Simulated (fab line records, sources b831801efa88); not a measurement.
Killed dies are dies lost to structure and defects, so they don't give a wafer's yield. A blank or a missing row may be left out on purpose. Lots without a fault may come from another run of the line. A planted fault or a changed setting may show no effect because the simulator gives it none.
Which tool did it? | flow sky130 | 12 lots, 35 wafers sampled, at 2 steps of a route of 708

WHAT THE GAUGES READ, wafer by wafer
SKY_VT_ADJUST_NCORE_TW_MEAS_11. Usual: VT_ADJUST_NCORE_TW 221.2, standard deviation 1.2.
lot  | measured     | on            | VT_ADJUST_NCORE_TW | flag
L985 | day 8 15:57  | film_metro-01 | 220.9 220.2 220.4  |
L986 | day 8 21:45  | film_metro-04 | 219.8 219.2 219.4  |
L987 | day 9 02:57  | film_metro-04 | 219.4 218.9 219.1  |
L989 | day 9 17:19  | film_metro-03 | 224.2 222.1 221.6  |
L993 | day 10 19:25 | film_metro-01 | 220.6 218.8        |
L999 | day 12 18:12 | film_metro-01 | 221.6 220.9 220.6  |
L100 | day 13 05:25 | film_metro-04 | 221.0 222.1 221.4  |
L102 | day 13 18:33 | film_metro-01 | 219.7 219.6 220.0  |
L104 | day 14 07:34 | film_metro-03 | 222.4 222.2 223.0  |
L106 | day 14 16:27 | film_metro-01 | 220.6 220.9 221.4  |
L107 | day 15 02:00 | film_metro-01 | 221.3 223.0 222.7  |
L108 | day 15 09:40 | film_metro-01 | 221.9 222.1 221.6  |

SKY_VT_ADJUST_PCH_OVL_MEAS_07. Usual: VT_ADJUST_PCH_OVL -0.7 nm, standard deviation 1.3.
lot  | measured     | on         | VT_ADJUST_PCH_OVL (nm) | flag
L985 | day 10 11:38 | overlay-02 | -2.7 -3.5 -2.8         |
L986 | day 10 18:13 | overlay-02 | -2.6 -1.2 -1.6         |
L987 | day 11 00:02 | overlay-02 | -1.1 -0.4 -0.7         |
L989 | day 11 15:18 | overlay-02 | -1.3 -1.2 -2.2         |
L993 | day 12 20:14 | overlay-02 | 0.5 3.0                |
L999 | day 14 21:52 | overlay-02 | -3.2 -1.2 -1.2         |
L100 | day 15 09:38 | overlay-01 | -1.1 0.4 -1.0          |
L102 | day 16 01:08 | overlay-02 | 0.0 0.0 -1.4           |
L104 | day 16 14:30 | overlay-02 | -1.2 -0.4 0.8          |
L106 | day 16 23:53 | overlay-01 | -1.4 -0.5 -0.9         |
L107 | day 17 10:59 | overlay-01 | -1.2 -0.5 0.3          |
L108 | day 17 18:25 | overlay-01 | 0.6 -0.6 0.4           |

WHICH TOOL RAN EACH LOT (tool, then ch and the chambers of the sampled wafers, then the start)
The record holds no process step before these readings.

WHAT THE TOOLS THEMSELVES READ (means of the sampled wafers that have a number; where no wafer has one, the mark that the record gives instead)
The record holds no such reading with a usual standard deviation.

THE ANSWER, worked out from the rows above alone
Rule: a lot is off if the mean of its wafers that have a number lies more than 3 standard deviations from the usual mean. A lot without any number at a reading at which 4 lots or more have one is off too. The other lots that the step has rows for count as sound. The gauges are gone through in route order, then the tools' own readings, and for those a lot's mean is taken as printed above. The first step at which some lot is off is used, and at that step the reading that is off furthest; a lot without a number counts as furthest.
No lot is off at any reading shown: from this, nothing can be told.

WHAT THE SIMULATOR HAD PUT IN
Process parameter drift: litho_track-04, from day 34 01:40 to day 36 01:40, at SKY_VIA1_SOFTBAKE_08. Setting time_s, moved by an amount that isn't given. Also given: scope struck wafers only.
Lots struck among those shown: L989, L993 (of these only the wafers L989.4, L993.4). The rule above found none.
